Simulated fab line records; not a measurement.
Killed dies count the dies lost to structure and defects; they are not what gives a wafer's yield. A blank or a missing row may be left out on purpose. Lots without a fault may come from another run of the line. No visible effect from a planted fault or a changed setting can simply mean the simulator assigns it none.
Comparing a struck lot with a sound one    flow gf180mcu    14 steps out of a route of 602
Sound: wafers L765.1, L765.3, L765.5. Struck: wafers L756.1, L756.3, L756.5. The cause is given at the end.
Each step with rows lists, per side, the tool, then ch with its chambers, then its first start. Under that, the readings that differ: sound wafers    struck wafers    difference of the means    sigmas: that difference in standard deviations of wafers without a fault.
alike: readings with means less than 2 such deviations apart, plus words and numbers identical on both sides. not compared: withheld readings, readings lacking a value on some wafer, bounds such as >300 that could conceal the same value, and numbers that have no deviation in the record and whose values overlap.
A row with sigmas, a row that says differs or no value, or rows on one side alone: a step with any of these is where the two part. Numbers that don't overlap but have no deviation are shown without sigmas and don't part them. Lack of a reading on every wafer of one side parts them only where that side has two or more wafers.

first, 8 steps without rows for these wafers: GF_V2_DEHYDRATE_06 (time 60 s); GF_V2_HMDS_07 (prime time 60 s); GF_V2_COAT_08; GF_V2_COAT_09 (resist thk 1000 nm); GF_V2_SOFTBAKE_10 (time 60 s); GF_V2_EXPOSE_11 (exposes mask Via2, target cd 260 nm); GF_V2_PEB_12 (peb time 87.81 s); GF_V2_DEVELOP_13 (develop time 60 s).
GF_V2_CD_MEAS_14: target cd 260 nm.
  sound on cdSem-01, day 27 01:29; struck on cdSem-02, day 24 05:35
  alike: cdNm
GF_V2_OVL_MEAS_15:
  sound on overlay-02, day 27 01:37; struck on overlay-01, day 24 05:42
  alike: V2_OVL
GF_V2_ETCH_16: etches BARC in N2/H2.
  sound on rieDiel-02 ch 0,1, day 27 01:38; struck on rieDiel-03 ch 0,3, day 24 05:44
  alike: drypumpMotorCurrentA, h2FlowSccm, n2FlowSccm, oesProductAu, throttleValvePct
GF_V2_ETCH_17: etches SiO2 in C4F8/O2/Ar, stops on TiN, target depth 630 nm.
  sound: rieDiel-02 ch 0,1; struck: rieDiel-03 ch 0,3
  alike: oesProductAu
GF_V2_STRIP_18: strips in O2/N2.
  sound on plasmaAsher-04 ch 1, day 27 01:46; struck on plasmaAsher-01 ch 0, day 24 05:52
  no value came back on the struck wafers for any of 5 readings (chamberPressureMTorr (mTorr), drypumpMotorCurrentA (A) and others); on the sound wafers chamberPressureMTorr (mTorr) reads 1498.6 1500.1 1499.1
  not compared: rfHoursCounterH
then, 1 step without rows for these wafers: GF_V2_STRIP_19 (strips in post etch residue remover, time 1200 s).

## WHERE THEY PART
Only at GF_V2_STRIP_18, within this record.

WHY: what had been put in by the simulator
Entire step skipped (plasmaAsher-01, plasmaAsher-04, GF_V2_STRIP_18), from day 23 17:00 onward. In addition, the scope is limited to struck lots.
